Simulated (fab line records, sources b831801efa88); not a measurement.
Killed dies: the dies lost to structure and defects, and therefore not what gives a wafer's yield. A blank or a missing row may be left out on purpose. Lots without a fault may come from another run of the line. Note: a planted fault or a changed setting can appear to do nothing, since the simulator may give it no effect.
A lot that was struck, set against a sound lot | flow sfq-line | 42 steps out of a route of 325
Sound: these wafers, L967.3, L967.4, L967.6. Wafers L980.1, L980.6 were the ones struck. The cause is given at the end.
Order at every step that has rows: each side's tool, ch and its chambers, its first start. Under that, the readings that differ: sound wafers | struck wafers | difference of the means | sigmas: that difference in standard deviations of wafers without a fault.
alike: readings with means less than 2 such deviations apart, plus words and numbers identical on both sides. not compared: withheld readings, readings lacking a value on some wafer, bounds such as >300 that could conceal the same value, and numbers that have no deviation in the record and whose values overlap.
A row with sigmas, a row that says differs or no value, or rows on one side alone: a step with any of these is where the two part. Numbers that don't overlap but have no deviation are shown without sigmas and don't part them. Lack of a reading on every wafer of one side parts them only where that side has two or more wafers.

SFQ_I6_OVL_MEAS_942:
  sound: overlay-02 at day 78 03:58; struck: overlay-01 at day 80 18:53
  alike: I6_OVL
then, 5 steps without rows for these wafers: SFQ_TRILAYER_I6_VIA_BARC_OPEN_VIA_ETCH_235 (etches BARC in O2, target depth 125 nm, time 41.7 s); SFQ_TRILAYER_I6_VIA_ETCH_VIA_ETCH_172 (etches SiO2 in CHF3, stops on Nb, target depth 260 nm); SFQ_TRILAYER_I6_VIA_STRIP_STRIP_173 (strips in O2); SFQ_TRILAYER_I6_VIA_STRIP_SOLV_CLEAN_174 (cleans in NMP, time 600 s); SFQ_TRILAYER_M7_DEP_PRE_CLEAN_176 (time 22.5 s).
SFQ_TRILAYER_M7_DEP_SPUTTER_175: material Nb, target thk 200 nm, time 127.5 s.
  sound: pvd-sputter-06 at day 78 05:08; struck: pvd-sputter-05 at day 80 19:52
  alike: throttle-valve-pct
SFQ_M7_RS_MEAS_943: uses a four-point probe to measure.
  sound: film-metro-03 at day 78 05:16; struck: film-metro-03 at day 80 19:58
  alike: M7_NB_RS
then, 3 steps without rows for these wafers: SFQ_TRILAYER_M7_LITHO_COAT_182 (resist thk 62 nm); SFQ_TRILAYER_M7_LITHO_COAT_177 (resist thk 600 nm); SFQ_TRILAYER_M7_LITHO_SOFTBAKE_181.
-- the record jumps here: 4 days lie between the struck wafers' starts before and after --
SFQ_TRILAYER_M7_LITHO_EXPOSE_178: exposes mask M7, target cd 500 nm.
  sound on krf-scanner-02 ch 0, day 82 08:49; struck on krf-scanner-02 ch 0, day 85 04:29
  reading              | sound                | struck        | difference | sigmas
  exposure-dose-mJ-cm2 | 14.408 14.414 14.386 | 17.391 17.404 | +2.995     | +99 or more
  alike: mask, focus-offset-nm
then, 2 steps without rows for these wafers: SFQ_TRILAYER_M7_LITHO_PEB_180 (peb time 60 s); SFQ_TRILAYER_M7_LITHO_DEVELOP_179 (time 60 s).
SFQ_M7_OVL_MEAS_945:
  sound: overlay-02 at day 82 09:56; struck: overlay-01 at day 85 05:59
  alike: M7_OVL
SFQ_TRILAYER_M7_BARC_OPEN_METAL_ETCH_229: etches BARC in O2, target depth 125 nm, time 41.7 s.
  sound on rie-metal-04 ch 0,1, day 82 09:59; struck on rie-metal-01 ch 0,1, day 85 06:01
  reading             | sound             | struck    | difference | sigmas
  model.M7.cd-nm (nm) | 500.3 501.6 501.8 | 469.9 471 | -30.8      |
  alike: drypump-motor-current-A, oes-product-au
  not compared: rf-hours-counter-h
SFQ_TRILAYER_M7_ETCH_METAL_ETCH_180: etches Nb in Cl2/Ar, stops on SiO2, target depth 240 nm, time 120 s.
  sound on rie-metal-04 ch 0,1, day 82 10:04; struck on rie-metal-01 ch 0,1, day 85 06:05
  reading             | sound             | struck      | difference | sigmas
  model.M7.cd-nm (nm) | 500.9 502.8 503.4 | 470.1 471.2 | -31.7      |
  alike: drypump-motor-current-A, oes-product-au
  not compared: rf-hours-counter-h
SFQ_TRILAYER_M7_STRIP_STRIP_181: strips in O2.
  sound on rie-metal-04 ch 0,1, day 82 10:20; struck on rie-metal-01 ch 0,1, day 85 06:13
  alike: drypump-motor-current-A, oes-product-au
  not compared: rf-hours-counter-h
then, 1 step without rows for these wafers: SFQ_TRILAYER_M7_STRIP_SOLV_CLEAN_182 (cleans in NMP, time 600 s).
SFQ_TRILAYER_I7_DEP_PECVD_183: deposits SiO2 from SiH4/N2O, time 111.11 s, target thk 500 nm.
  sound on pecvd-01 ch 0,1,2, day 82 10:55; struck on pecvd-02 ch 0,2, day 85 07:00
  reading                | sound          | struck    | difference | sigmas
  throttle-valve-pct (%) | 27.5 28.4 25.0 | 24.2 23.2 | -3.3       | -2
  alike: heater-power-w
SFQ_TRILAYER_I7_CMP_CMP_184: polishes SiO2.
  sound on cmp-02 ch 1,2,3, day 82 11:59; struck on cmp-01 ch 0,2, day 85 08:35
  alike: motor-current-A, time-to-endpoint-s
SFQ_I7_BOW_MEAS_946:
  sound: film-metro-02 at day 82 14:02; struck: film-metro-01 at day 85 10:05
  alike: I7_BOW
then, 7 steps without rows for these wafers: SFQ_TRILAYER_I7_METRO_MEASURE_185; SFQ_TRILAYER_I7_VIA_LITHO_COAT_192 (resist thk 62 nm); SFQ_TRILAYER_I7_VIA_LITHO_COAT_187 (resist thk 650 nm); SFQ_TRILAYER_I7_VIA_LITHO_SOFTBAKE_191; SFQ_TRILAYER_I7_VIA_LITHO_EXPOSE_188 (exposes mask I7, target cd 1000 nm); SFQ_TRILAYER_I7_VIA_LITHO_PEB_190 (peb time 60 s); SFQ_TRILAYER_I7_VIA_LITHO_DEVELOP_189 (time 60 s).
-- the record jumps here: 4 days lie between the struck wafers' starts before and after --
SFQ_I7_OVL_MEAS_947:
  sound: overlay-01 at day 86 14:24; struck: overlay-01 at day 89 11:47
  alike: I7_OVL
SFQ_TRILAYER_I7_VIA_BARC_OPEN_VIA_ETCH_260: etches BARC in O2, target depth 125 nm, time 41.7 s.
  sound on rie-diel-03 ch 0,1, day 86 14:25; struck on rie-diel-04 ch 1,3, day 89 11:49
  alike: drypump-motor-current-A, oes-product-au
  not compared: rf-hours-counter-h
then, 10 steps without rows for these wafers: SFQ_TRILAYER_I7_VIA_ETCH_VIA_ETCH_190 (etches SiO2 in CHF3, stops on Nb, target depth 260 nm); SFQ_TRILAYER_I7_VIA_STRIP_STRIP_191 (strips in O2); SFQ_TRILAYER_I7_VIA_STRIP_SOLV_CLEAN_192 (cleans in NMP, time 600 s); SFQ_TRILAYER_M8_LITHO_LOR_COAT_197; SFQ_TRILAYER_M8_LITHO_LOR_BAKE_198; SFQ_TRILAYER_M8_LITHO_COAT_193 (resist thk 600 nm); SFQ_TRILAYER_M8_LITHO_SOFTBAKE_199; SFQ_TRILAYER_M8_LITHO_EXPOSE_194 (exposes mask M8, target cd 2000 nm); SFQ_TRILAYER_M8_LITHO_PEB_196 (peb time 60 s); SFQ_TRILAYER_M8_LITHO_DEVELOP_195 (img clear 15 s, time 55 s).
-- the record jumps here: 4 days lie between the struck wafers' starts before and after --
SFQ_M8_BOW_MEAS_951:
  sound: film-metro-03 at day 87 00:13; struck: film-metro-02 at day 93 13:27
  reading               | sound            | struck      | difference | sigmas
  model.etest.m7.ohm-um | 1.86 1.855 1.857 | 1.958 1.954 | +0.099     |
  alike: M8_BOW

WHERE THEY PART
Earliest at SFQ_TRILAYER_M7_LITHO_EXPOSE_178; latest, in this record, at SFQ_TRILAYER_I7_DEP_PECVD_183. Later steps at which nothing parts them and some readings are alike: SFQ_TRILAYER_I7_CMP_CMP_184, SFQ_I7_BOW_MEAS_946, SFQ_I7_OVL_MEAS_947, SFQ_TRILAYER_I7_VIA_BARC_OPEN_VIA_ETCH_260, SFQ_M8_BOW_MEAS_951.

WHY: what the simulator had put in
Process parameters drifting: krf-scanner-02 at SFQ_TRILAYER_M7_LITHO_EXPOSE_178, beginning at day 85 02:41. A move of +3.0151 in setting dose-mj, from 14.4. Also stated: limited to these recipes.
